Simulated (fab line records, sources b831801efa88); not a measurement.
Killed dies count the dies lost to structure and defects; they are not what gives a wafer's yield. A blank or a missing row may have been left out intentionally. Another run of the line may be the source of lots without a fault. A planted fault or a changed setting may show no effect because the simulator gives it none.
Which of the tools did it? / flow gf180mcu / 11 lots, 33 wafers sampled, at 6 steps of a route of 602

WHAT THE GAUGES READ, wafer by wafer
GF_HV_LDD_RS_MEAS_53: the measuring method here is four-point-probe.
lot=L144; measured=day 12 06:47; on=film_metro-04; HV_LDD_RS (ohm/sq)=417.5 417.3 417.5
lot=L148; measured=day 13 18:54; on=film_metro-04; HV_LDD_RS (ohm/sq)=420.2 419.7 419.8
lot=L150; measured=day 14 01:25; on=film_metro-04; HV_LDD_RS (ohm/sq)=418.5 416.3 418.2
lot=L155; measured=day 15 17:23; on=film_metro-02; HV_LDD_RS (ohm/sq)=419.7 419.5 418.9
lot=L157; measured=day 16 10:27; on=film_metro-04; HV_LDD_RS (ohm/sq)=418.7 418.2 417.8
lot=L161; measured=day 19 03:00; on=film_metro-02; HV_LDD_RS (ohm/sq)=417.6 418.3 417.4
lot=L162; measured=day 19 03:02; on=film_metro-03; HV_LDD_RS (ohm/sq)=417.7 419.2 419.1
lot=L164; measured=day 20 03:11; on=film_metro-02; HV_LDD_RS (ohm/sq)=418.6 419.2 419.1
lot=L166; measured=day 20 12:34; on=film_metro-04; HV_LDD_RS (ohm/sq)=417.6 419.7 418.6
lot=L167; measured=day 20 13:46; on=film_metro-03; HV_LDD_RS (ohm/sq)=417.8 417.3 418.4
lot=L165; measured=day 20 14:05; on=film_metro-03; HV_LDD_RS (ohm/sq)=417.6 417.2 417.8

GF_PSD_TW_MEAS_11.
lot=L144; measured=day 14 03:50; on=film_metro-04; PSD_TW=3148 3140 3147
lot=L148; measured=day 15 16:53; on=film_metro-01; PSD_TW=3197 3173 3190
lot=L150; measured=day 15 21:27; on=film_metro-04; PSD_TW=3137 3138 3125
lot=L155; measured=day 17 17:08; on=film_metro-01; PSD_TW=3041 3064 3056
lot=L157; measured=day 18 13:08; on=film_metro-01; PSD_TW=3051 3058 3036
lot=L161; measured=day 21 05:34; on=film_metro-04; PSD_TW=3133 3142 3150
lot=L162; measured=day 21 06:38; on=film_metro-01; PSD_TW=3222 3213 3203
lot=L164; measured=day 22 06:17; on=film_metro-01; PSD_TW=3207 3200 3206
lot=L166; measured=day 22 14:44; on=film_metro-04; PSD_TW=3114 3116 3121
lot=L167; measured=day 22 15:53; on=film_metro-01; PSD_TW=3182 3220 3209
lot=L165; measured=day 22 17:08; on=film_metro-01; PSD_TW=3215 3197 3218

GF_PSD_RS_MEAS_15: the measuring method here is four-point-probe.
lot=L144; measured=day 14 04:10; on=film_metro-04; PSD_RS (ohm/sq)=108.39 108.42 108.23
lot=L148; measured=day 15 17:13; on=film_metro-04; PSD_RS (ohm/sq)=108.73 108.88 108.85
lot=L150; measured=day 15 21:48; on=film_metro-02; PSD_RS (ohm/sq)=108.22 108.21 108.47
lot=L155; measured=day 17 17:29; on=film_metro-04; PSD_RS (ohm/sq)=119.15 119.24 119.60
lot=L157; measured=day 18 13:29; on=film_metro-04; PSD_RS (ohm/sq)=119.39 119.01 119.45
lot=L161; measured=day 21 05:53; on=film_metro-04; PSD_RS (ohm/sq)=109.15 108.73 108.83
lot=L162; measured=day 21 06:58; on=film_metro-02; PSD_RS (ohm/sq)=108.14 108.50 108.29
lot=L164; measured=day 22 06:37; on=film_metro-01; PSD_RS (ohm/sq)=108.31 108.43 108.40
lot=L166; measured=day 22 15:03; on=film_metro-02; PSD_RS (ohm/sq)=108.59 108.94 108.69
lot=L167; measured=day 22 16:13; on=film_metro-02; PSD_RS (ohm/sq)=109.06 109.19 109.03
lot=L165; measured=day 22 17:27; on=film_metro-02; PSD_RS (ohm/sq)=108.26 108.24 108.35

TOOL THAT RAN EACH LOT (tool first, then ch and the chambers of the sampled wafers, then the start)
lot=L144; GF_HV_LDD_STRIP_49=plasma_asher-03 ch 0,1, day 12 06:29; GF_PSD_IMPLANT_09=implanter-02 ch 0, day 14 03:36; GF_PSD_STRIP_10=plasma_asher-01 ch 0,1, day 14 03:43
lot=L148; GF_HV_LDD_STRIP_49=plasma_asher-03 ch 0,1, day 13 18:37; GF_PSD_IMPLANT_09=implanter-01 ch 0, day 15 16:38; GF_PSD_STRIP_10=plasma_asher-02 ch 0,1, day 15 16:47
lot=L150; GF_HV_LDD_STRIP_49=plasma_asher-03 ch 0,1, day 14 01:07; GF_PSD_IMPLANT_09=implanter-02 ch 0, day 15 21:15; GF_PSD_STRIP_10=plasma_asher-02 ch 0,1, day 15 21:22
lot=L155; GF_HV_LDD_STRIP_49=plasma_asher-04 ch 0,1, day 15 17:07; GF_PSD_IMPLANT_09=implanter-01 ch 0, day 17 16:55; GF_PSD_STRIP_10=plasma_asher-04 ch 0,1, day 17 17:04
lot=L157; GF_HV_LDD_STRIP_49=plasma_asher-04 ch 0,1, day 16 10:10; GF_PSD_IMPLANT_09=implanter-01 ch 0, day 18 12:55; GF_PSD_STRIP_10=plasma_asher-02 ch 0,1, day 18 13:04
lot=L161; GF_HV_LDD_STRIP_49=plasma_asher-02 ch 0,1, day 19 02:43; GF_PSD_IMPLANT_09=implanter-02 ch 0, day 21 05:19; GF_PSD_STRIP_10=plasma_asher-02 ch 0,1, day 21 05:28
lot=L162; GF_HV_LDD_STRIP_49=plasma_asher-04 ch 0,1, day 19 02:44; GF_PSD_IMPLANT_09=implanter-04 ch 0, day 21 06:25; GF_PSD_STRIP_10=plasma_asher-04 ch 1, day 21 06:32
lot=L164; GF_HV_LDD_STRIP_49=plasma_asher-02 ch 0,1, day 20 02:54; GF_PSD_IMPLANT_09=implanter-01 ch 0, day 22 06:04; GF_PSD_STRIP_10=plasma_asher-02 ch 0,1, day 22 06:11
lot=L166; GF_HV_LDD_STRIP_49=plasma_asher-04 ch 0,1, day 20 12:17; GF_PSD_IMPLANT_09=implanter-04 ch 0, day 22 14:29; GF_PSD_STRIP_10=plasma_asher-02 ch 0,1, day 22 14:38
lot=L167; GF_HV_LDD_STRIP_49=plasma_asher-02 ch 0,1, day 20 13:29; GF_PSD_IMPLANT_09=implanter-04 ch 0, day 22 15:39; GF_PSD_STRIP_10=plasma_asher-02 ch 1, day 22 15:48
lot=L165; GF_HV_LDD_STRIP_49=plasma_asher-02 ch 0,1, day 20 13:47; GF_PSD_IMPLANT_09=implanter-04 ch 0, day 22 16:54; GF_PSD_STRIP_10=plasma_asher-01 ch 0, day 22 17:01
- GF_HV_LDD_STRIP_49: strips in O2/N2.
- GF_PSD_IMPLANT_09
- GF_PSD_STRIP_10: strips in O2/N2.

WHAT THE TOOLS THEMSELVES READ (means of the sampled wafers that have a number; where no wafer has one, the mark that the record gives instead)
GF_HV_LDD_STRIP_49.
lot=L144; tool=plasma_asher-03; drypump_motor_current_A (A)=5.3; heater_power_w (W)=329; oes_product_au (a.u.)=0.718; strip_time_to_endpoint_s (s)=12.68
lot=L148; tool=plasma_asher-03; drypump_motor_current_A (A)=5.3; heater_power_w (W)=334; oes_product_au (a.u.)=0.716; strip_time_to_endpoint_s (s)=12.62
lot=L150; tool=plasma_asher-03; drypump_motor_current_A (A)=5.4; heater_power_w (W)=348; oes_product_au (a.u.)=0.723; strip_time_to_endpoint_s (s)=12.53
lot=L155; tool=plasma_asher-04; drypump_motor_current_A (A)=5.3; heater_power_w (W)=381; oes_product_au (a.u.)=0.719; strip_time_to_endpoint_s (s)=12.59
lot=L157; tool=plasma_asher-04; drypump_motor_current_A (A)=5.8; heater_power_w (W)=357; oes_product_au (a.u.)=0.719; strip_time_to_endpoint_s (s)=12.61
lot=L161; tool=plasma_asher-02; drypump_motor_current_A (A)=5.4; heater_power_w (W)=322; oes_product_au (a.u.)=0.718; strip_time_to_endpoint_s (s)=12.61
lot=L162; tool=plasma_asher-04; drypump_motor_current_A (A)=5.3; heater_power_w (W)=363; oes_product_au (a.u.)=0.714; strip_time_to_endpoint_s (s)=12.63
lot=L164; tool=plasma_asher-02; drypump_motor_current_A (A)=5.7; heater_power_w (W)=320; oes_product_au (a.u.)=0.715; strip_time_to_endpoint_s (s)=12.65
lot=L166; tool=plasma_asher-04; drypump_motor_current_A (A)=5.3; heater_power_w (W)=370; oes_product_au (a.u.)=0.717; strip_time_to_endpoint_s (s)=12.63
lot=L167; tool=plasma_asher-02; drypump_motor_current_A (A)=5.7; heater_power_w (W)=318; oes_product_au (a.u.)=0.715; strip_time_to_endpoint_s (s)=12.65
lot=L165; tool=plasma_asher-02; drypump_motor_current_A (A)=5.7; heater_power_w (W)=326; oes_product_au (a.u.)=0.716; strip_time_to_endpoint_s (s)=12.63

GF_PSD_STRIP_10.
lot=L144; tool=plasma_asher-01; drypump_motor_current_A (A)=6.4; heater_power_w (W)=356; oes_product_au (a.u.)=0.591; strip_time_to_endpoint_s (s)=16.503
lot=L148; tool=plasma_asher-02; drypump_motor_current_A (A)=5.7; heater_power_w (W)=321; oes_product_au (a.u.)=0.594; strip_time_to_endpoint_s (s)=16.502
lot=L150; tool=plasma_asher-02; drypump_motor_current_A (A)=5.7; heater_power_w (W)=325; oes_product_au (a.u.)=0.592; strip_time_to_endpoint_s (s)=16.496
lot=L155; tool=plasma_asher-04; drypump_motor_current_A (A)=5.8; heater_power_w (W)=359; oes_product_au (a.u.)=0.607; strip_time_to_endpoint_s (s)=15.867
lot=L157; tool=plasma_asher-02; drypump_motor_current_A (A)=5.4; heater_power_w (W)=326; oes_product_au (a.u.)=0.605; strip_time_to_endpoint_s (s)=15.839
lot=L161; tool=plasma_asher-02; drypump_motor_current_A (A)=5.4; heater_power_w (W)=322; oes_product_au (a.u.)=0.597; strip_time_to_endpoint_s (s)=16.458
lot=L162; tool=plasma_asher-04; drypump_motor_current_A (A)=4.8; heater_power_w (W)=384; oes_product_au (a.u.)=0.589; strip_time_to_endpoint_s (s)=16.509
lot=L164; tool=plasma_asher-02; drypump_motor_current_A (A)=5.4; heater_power_w (W)=325; oes_product_au (a.u.)=0.588; strip_time_to_endpoint_s (s)=16.515
lot=L166; tool=plasma_asher-02; drypump_motor_current_A (A)=5.4; heater_power_w (W)=325; oes_product_au (a.u.)=0.592; strip_time_to_endpoint_s (s)=16.535
lot=L167; tool=plasma_asher-02; drypump_motor_current_A (A)=5.9; heater_power_w (W)=306; oes_product_au (a.u.)=0.589; strip_time_to_endpoint_s (s)=16.488
lot=L165; tool=plasma_asher-01; drypump_motor_current_A (A)=6.5; heater_power_w (W)=337; oes_product_au (a.u.)=0.593; strip_time_to_endpoint_s (s)=16.520

THE ANSWER, worked out from the rows above alone
Rule: the usual values come from the lots themselves. Put in order of their means at a reading, lots are off if they are a third of the lots or fewer, leave a main group of 4 or more, and stand apart from it by a gap of 3 or more times the standard deviation of the main group's means; of several such gaps the widest counts. Not used: any main group whose means are identical at the precision the tables above print for the reading. A lot without any number at a reading at which 4 lots or more have one is off too. The other lots that the step has rows for count as sound. The gauges are gone through in route order, then the tools' own readings, and for those a lot's mean is taken as printed above. The first step at which some lot is off is used, and at that step the reading that is off furthest; a lot without a number counts as furthest.
Off: L155, L157, at GF_PSD_RS_MEAS_15 (PSD_RS). Mean 108.58 ohm/sq and standard deviation 0.3 in the main group.
A tool fits if, at a process step before that reading, it ran every lot that is off, and no sound lot after the first of them. Not tried: the gauges at GF_PSD_RS_MEAS_15; whatever is off there is also off at GF_PSD_STRIP_10, on other tools, and gauge error can't account for it. No candidate that was tried fits.

WHAT THE SIMULATOR PUT IN
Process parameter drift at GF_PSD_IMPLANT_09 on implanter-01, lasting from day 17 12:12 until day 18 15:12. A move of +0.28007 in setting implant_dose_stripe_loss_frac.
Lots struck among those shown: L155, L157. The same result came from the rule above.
